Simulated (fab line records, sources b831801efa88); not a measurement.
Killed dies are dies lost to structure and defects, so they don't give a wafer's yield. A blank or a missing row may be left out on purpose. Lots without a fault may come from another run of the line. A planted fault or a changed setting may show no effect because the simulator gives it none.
Which tool did it? | flow sky130 | 13 lots, 39 wafers sampled, at 6 steps of a route of 708

WHAT THE GAUGES READ, wafer by wafer
SKY_NWELL_OVL_MEAS_23. Usual: NWELL_01_OVL -0.5 nm, standard deviation 1.1.
lot  | measured     | on         | NWELL_01_OVL (nm) | flag
L591 | day 5 15:52  | overlay-02 | -1.8 -2.5 -1.5    |
L592 | day 5 19:47  | overlay-01 | -0.1 -0.8 -2.7    |
L593 | day 6 03:30  | overlay-02 | 0.2 -0.6 -1.2     |
L594 | day 6 09:17  | overlay-01 | 0.8 1.5 0.2       |
L596 | day 6 18:57  | overlay-02 | -3.2 -2.1 -1.3    |
L597 | day 7 01:19  | overlay-02 | 0.5 -0.3 0.8      |
L599 | day 7 18:54  | overlay-01 | -0.6 -0.9 0.5     |
L603 | day 8 10:30  | overlay-01 | -2.3 -1.0 -1.0    |
L608 | day 9 22:43  | overlay-02 | 0.2 1.2 -0.5      |
L609 | day 10 01:42 | overlay-01 | 1.0 0.3 0.7       |
L610 | day 10 11:12 | overlay-01 | 1.1 -0.9 -0.3     |
L612 | day 10 19:57 | overlay-02 | -0.3 -1.3 0.1     |
L613 | day 11 01:04 | overlay-02 | -0.2 -0.7 0.4     |

SKY_VT_ADJUST_NCORE_TW_MEAS_11. Usual: VT_ADJUST_NCORE_TW 218, standard deviation 3.
lot  | measured     | on            | VT_ADJUST_NCORE_TW | flag
L591 | day 8 22:16  | film_metro-01 | 215 216 217        |
L592 | day 9 02:49  | film_metro-01 | 216 216 217        |
L593 | day 9 12:33  | film_metro-04 | 218 218 218        |
L594 | day 9 18:51  | film_metro-01 | 216 215 216        |
L596 | day 10 06:02 | film_metro-01 | 217 216 216        |
L597 | day 10 14:55 | film_metro-01 | 30 30 30           | OFF
L599 | day 11 09:52 | film_metro-04 | 216 215 216        |
L603 | day 12 04:20 | film_metro-01 | 217 216 216        |
L608 | day 14 00:01 | film_metro-01 | 216 216 217        |
L609 | day 14 02:18 | film_metro-03 | 223 223 222        |
L610 | day 14 14:28 | film_metro-01 | 215 215 215        |
L612 | day 15 01:52 | film_metro-03 | 224 223 222        |
L613 | day 15 05:52 | film_metro-03 | 223 224 222        |

SKY_SONOS_ONO_THK_MEAS_01. Usual: SONOS_ONO_OXIDATION_THK 2.60 nm, standard deviation 0.076.
lot  | measured     | on            | SONOS_ONO_OXIDATION_THK (nm) | flag
L591 | day 11 20:19 | film_metro-01 | 2.62 2.56 2.59               |
L592 | day 12 02:22 | film_metro-04 | 2.65 2.57 2.53               |
L593 | day 12 11:59 | film_metro-03 | 2.55 2.62 2.57               |
L594 | day 12 19:03 | film_metro-04 | 2.50 2.46 2.48               |
L596 | day 13 09:46 | film_metro-04 | 2.51 2.56 2.57               |
L597 | day 13 19:23 | film_metro-01 | 2.51 2.59 2.55               |
L599 | day 14 17:09 | film_metro-04 | 2.65 2.62 2.55               |
L603 | day 15 14:07 | film_metro-04 | 2.57 2.67 2.60               |
L608 | day 17 14:06 | film_metro-04 | 2.69 2.70 2.70               |
L609 | day 17 16:13 | film_metro-04 | 2.70 2.76 2.72               |
L610 | day 18 05:08 | film_metro-04 | 2.57 2.64 2.67               |
L612 | day 18 18:03 | film_metro-04 | 2.71 2.69 2.69               |
L613 | day 18 22:49 | film_metro-03 | 2.48 2.64 2.54               |

SKY_GATE_OXIDE_TW_MEAS_14. Usual: GATE_OXIDE_TW 225, standard deviation 3.2.
lot  | measured     | on            | GATE_OXIDE_TW | flag
L591 | day 14 03:05 | film_metro-03 | 228 228 228   |
L592 | day 14 13:37 | film_metro-01 | 222 221 219   |
L593 | day 14 19:56 | film_metro-03 | 228 229 228   |
L594 | day 15 05:04 | film_metro-01 | 222 221 221   |
L596 | day 15 19:48 | film_metro-01 | 221 221 221   |
L597 | day 16 10:04 | film_metro-02 | 225 226 225   |
L599 | day 17 05:11 | film_metro-02 | 223 223 223   |
L603 | day 18 05:41 | film_metro-01 | 222 223 223   |
L608 | day 20 09:31 | film_metro-03 | 230 229 229   |
L609 | day 20 12:04 | film_metro-03 | 229 230 230   |
L610 | day 21 00:43 | film_metro-02 | 224 224 224   |
L612 | day 21 14:50 | film_metro-02 | 225 224 224   |
L613 | day 21 18:24 | film_metro-01 | 221 221 220   |

WHICH TOOL RAN EACH LOT (tool, then ch and the chambers of the sampled wafers, then the start)
lot  | SKY_VT_ADJUST_LVTN_STRIP_20          | SKY_VT_ADJUST_NCORE_STRIP_10
L591 | plasma_asher-03 ch 0,1, day 8 02:07  | plasma_asher-04 ch 0,1, day 8 22:10
L592 | plasma_asher-02 ch 0,1, day 8 06:44  | plasma_asher-04 ch 0,1, day 9 02:42
L593 | plasma_asher-02 ch 0,1, day 8 14:50  | plasma_asher-04 ch 0,1, day 9 12:27
L594 | plasma_asher-02 ch 0,1, day 8 20:39  | plasma_asher-02 ch 0,1, day 9 18:45
L596 | plasma_asher-01 ch 0,1, day 9 07:50  | plasma_asher-03 ch 0,1, day 10 05:56
L597 | plasma_asher-03 ch 0,1, day 9 15:59  | plasma_asher-03 ch 0,1, day 10 14:48
L599 | plasma_asher-01 ch 0,1, day 10 10:45 | plasma_asher-03 ch 0, day 11 09:46
L603 | plasma_asher-01 ch 0,1, day 11 04:39 | plasma_asher-02 ch 0,1, day 12 04:14
L608 | plasma_asher-02 ch 0,1, day 12 22:22 | plasma_asher-04 ch 0,1, day 13 23:55
L609 | plasma_asher-03 ch 0,1, day 13 00:45 | plasma_asher-02 ch 0,1, day 14 02:12
L610 | plasma_asher-03 ch 1, day 13 12:29   | plasma_asher-04 ch 0,1, day 14 14:22
L612 | plasma_asher-02 ch 0,1, day 13 21:59 | plasma_asher-03 ch 1, day 15 01:45
L613 | plasma_asher-01 ch 0,1, day 14 03:05 | plasma_asher-04 ch 0,1, day 15 05:47
- SKY_VT_ADJUST_LVTN_STRIP_20: strips in O2/N2.
- SKY_VT_ADJUST_NCORE_STRIP_10: strips in O2/N2.

WHAT THE TOOLS THEMSELVES READ (means of the sampled wafers that have a number; where no wafer has one, the mark that the record gives instead)
SKY_VT_ADJUST_LVTN_STRIP_20. Usual: drypump_motor_current_A 6.1 A, standard deviation 0.38; oes_product_au 0.716 a.u., standard deviation 0.0045; strip_time_to_endpoint_s 14.17 s, standard deviation 0.043.
lot  | tool            | drypump_motor_current_A (A) | oes_product_au (a.u.) | strip_time_to_endpoint_s (s) | flag
L591 | plasma_asher-03 | 6.4                         | 0.719                 | 14.20                        |
L592 | plasma_asher-02 | 6.2                         | 0.712                 | 14.19                        |
L593 | plasma_asher-02 | 6.2                         | 0.719                 | 14.13                        |
L594 | plasma_asher-02 | 6.2                         | 0.715                 | 14.11                        |
L596 | plasma_asher-01 | 6.0                         | 0.714                 | 14.21                        |
L597 | plasma_asher-03 | 6.4                         | 0.927                 | -                            | OFF
L599 | plasma_asher-01 | 5.7                         | 0.715                 | 14.12                        |
L603 | plasma_asher-01 | 6.0                         | 0.714                 | 14.13                        |
L608 | plasma_asher-02 | 6.2                         | 0.711                 | 14.22                        |
L609 | plasma_asher-03 | 6.4                         | 0.713                 | 14.13                        |
L610 | plasma_asher-03 | 6.8                         | 0.718                 | 14.17                        |
L612 | plasma_asher-02 | 6.2                         | 0.711                 | 14.23                        |
L613 | plasma_asher-01 | 6.0                         | 0.712                 | 14.17                        |

SKY_VT_ADJUST_NCORE_STRIP_10. Usual: drypump_motor_current_A 5.8 A, standard deviation 0.62; oes_product_au 0.715 a.u., standard deviation 0.0046; strip_time_to_endpoint_s 14.22 s, standard deviation 0.045.
lot  | tool            | drypump_motor_current_A (A) | oes_product_au (a.u.) | strip_time_to_endpoint_s (s) | flag
L591 | plasma_asher-04 | 5.1                         | 0.712                 | 14.29                        |
L592 | plasma_asher-04 | 5.1                         | 0.717                 | 14.24                        |
L593 | plasma_asher-04 | 5.3                         | 0.714                 | 14.20                        |
L594 | plasma_asher-02 | 6.2                         | 0.714                 | 14.20                        |
L596 | plasma_asher-03 | 6.1                         | 0.718                 | 14.23                        |
L597 | plasma_asher-03 | 6.1                         | 0.715                 | 22.71                        | OFF
L599 | plasma_asher-03 | 5.7                         | 0.720                 | 14.23                        |
L603 | plasma_asher-02 | 6.2                         | 0.718                 | 14.17                        |
L608 | plasma_asher-04 | 5.1                         | 0.711                 | 14.17                        |
L609 | plasma_asher-02 | 6.2                         | 0.711                 | 14.26                        |
L610 | plasma_asher-04 | 5.1                         | 0.714                 | 14.19                        |
L612 | plasma_asher-03 | 6.8                         | 0.714                 | 14.22                        |
L613 | plasma_asher-04 | 5.3                         | 0.709                 | 14.18                        |

THE ANSWER, worked out from the rows above alone
Rule: a lot is off if the mean of its wafers that have a number lies more than 3 standard deviations from the usual mean. A lot without any number at a reading at which 4 lots or more have one is off too. The other lots that the step has rows for count as sound. The gauges are gone through in route order, then the tools' own readings, and for those a lot's mean is taken as printed above. The first step at which some lot is off is used, and at that step the reading that is off furthest; a lot without a number counts as furthest.
Off: L597, at SKY_VT_ADJUST_NCORE_TW_MEAS_11 (VT_ADJUST_NCORE_TW).
A tool fits if, at a process step before that reading, it ran every lot that is off, and no sound lot after the first of them. The gauges at SKY_VT_ADJUST_NCORE_TW_MEAS_11 aren't tried: what is off there is off at SKY_VT_ADJUST_LVTN_STRIP_20 too, on other tools, and a gauge's error can't cause that. None of those tried fits.

WHAT THE SIMULATOR HAD PUT IN
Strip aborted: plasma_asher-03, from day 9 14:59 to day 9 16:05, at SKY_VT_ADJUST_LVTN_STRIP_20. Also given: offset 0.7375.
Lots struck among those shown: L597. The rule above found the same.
